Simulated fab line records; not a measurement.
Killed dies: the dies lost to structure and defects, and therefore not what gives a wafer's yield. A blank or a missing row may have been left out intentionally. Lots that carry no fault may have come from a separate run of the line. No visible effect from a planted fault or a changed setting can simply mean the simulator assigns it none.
What tool caused it? -- flow gf180mcu -- 14 lots, 42 wafers sampled, at 3 steps of a route of 602

## WHAT THE GAUGES READ, wafer by wafer
GF_HV_LDD_RS_MEAS_53: measurement is done with a four-point probe. Usual: HV_LDD_RS 419.0 ohm/sq, standard deviation 0.82.
lot,measured,on,HV_LDD_RS (ohm/sq),flag
L981,day 12 05:23,film metro-04,420.6 419.6 418.9,
L982,day 12 17:55,film metro-03,419.1 419.7 420.0,
L983,day 13 04:11,film metro-03,419.8 419.1 420.1,
L984,day 13 09:49,film metro-04,419.9 418.8 419.5,
L988,day 14 20:58,film metro-04,418.7 418.4 419.8,
L989,day 15 00:34,film metro-03,418.7 419.4 417.7,
L990,day 15 15:17,film metro-03,419.7 419.2 419.0,
L991,day 15 18:07,film metro-04,417.9 417.9 419.8,
L992,day 16 02:12,film metro-04,418.3 418.7 419.6,
L999,day 18 11:40,film metro-01,- - -,OFF
L100,day 18 18:44,film metro-01,- - -,OFF
L101,day 19 05:19,film metro-04,419.6 420.1 420.7,
L102,day 19 13:19,film metro-01,417.0 418.7 418.5,
L104,day 19 23:25,film metro-01,419.4 419.1 418.5,

GF_CONTACT_RS_MEAS_25: measurement is done with a four-point probe. Usual: CONTACT_W_RS 0.385 ohm/sq, standard deviation 0.0034.
lot,measured,on,CONTACT_W_RS (ohm/sq),flag
L981,day 15 23:40,film metro-03,0.381 0.381 0.378,
L982,day 16 13:04,film metro-03,0.388 0.391 0.386,
L983,day 16 23:04,film metro-04,0.381 0.385 0.387,
L984,day 17 05:56,film metro-04,0.389 0.389 0.387,
L988,day 18 22:35,film metro-04,0.383 0.379 0.378,
L989,day 19 03:58,film metro-03,0.386 0.395 0.389,
L990,day 19 18:26,film metro-04,0.378 0.381 0.383,
L991,day 19 21:24,film metro-04,0.385 0.387 0.381,
L992,day 20 06:37,film metro-01,0.387 0.386 0.384,
L999,day 22 17:40,film metro-03,0.385 0.384 0.388,
L100,day 23 01:01,film metro-04,0.384 0.387 0.388,
L101,day 23 10:49,film metro-04,0.388 0.386 0.379,
L102,day 23 18:31,film metro-04,0.384 0.382 0.386,
L104,day 24 05:12,film metro-01,0.386 0.384 0.384,

## TOOL THAT RAN EACH LOT (tool first, then ch and the chambers of the sampled wafers, then the start)
lot,GF_HV_LDD_IMPLANT_34
L981,"implanter-03 ch 0, day 11 09:41"
L982,"implanter-02 ch 0, day 11 21:38"
L983,"implanter-04 ch 0, day 12 07:43"
L984,"implanter-04 ch 0, day 12 13:17"
L988,"implanter-02 ch 0, day 13 23:03"
L989,"implanter-02 ch 0, day 14 01:59"
L990,"implanter-03 ch 0, day 14 16:34"
L991,"implanter-03 ch 0, day 14 20:17"
L992,"implanter-03 ch 0, day 15 03:05"
L999,"implanter-03 ch 0, day 17 10:59"
L100,"implanter-03 ch 0, day 17 18:10"
L101,"implanter-04 ch 0, day 18 03:57"
L102,"implanter-04 ch 0, day 18 11:57"
L104,"implanter-04 ch 0, day 18 22:06"
- GF_HV_LDD_IMPLANT_34

## WHAT THE TOOLS THEMSELVES READ (means of the sampled wafers that have a number; where no wafer has one, the mark that the record gives instead)
The record holds no such reading with a usual standard deviation.

## THE ANSWER, worked out from the rows above alone
Rule: a lot is off if the mean of its wafers that have a number lies more than 3 standard deviations from the usual mean. Also off: a lot with no number at a reading for which 4 or more lots have one. The other lots that the step has rows for count as sound. Order of review: gauges by route order, followed by the tools' own readings, for which a lot's mean as printed above is used. At the first step where some lot is off, the reading lying furthest off is the one used; lots without a number count as furthest.
Off: L999, L100, at GF_HV_LDD_RS_MEAS_53 (HV_LDD_RS). Without a number there: L999, L100.
A tool fits if, at a process step before that reading, it ran every lot that is off, and no sound lot after the first of them. Those tools and the gauges at GF_HV_LDD_RS_MEAS_53 are tried in the same way. One fits: implanter-03 at GF_HV_LDD_IMPLANT_34. Its last sound lot is L992 (day 15 03:05), its first lot that is off L999 (day 17 10:59): a fault that began between those two fits.

## WHAT THE SIMULATOR HAD PUT IN
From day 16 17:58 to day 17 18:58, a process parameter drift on implanter-03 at GF_HV_LDD_IMPLANT_34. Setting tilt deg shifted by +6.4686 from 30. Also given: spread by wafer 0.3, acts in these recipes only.
Lots struck among those shown: L999, L100. Same finding as the rule above.
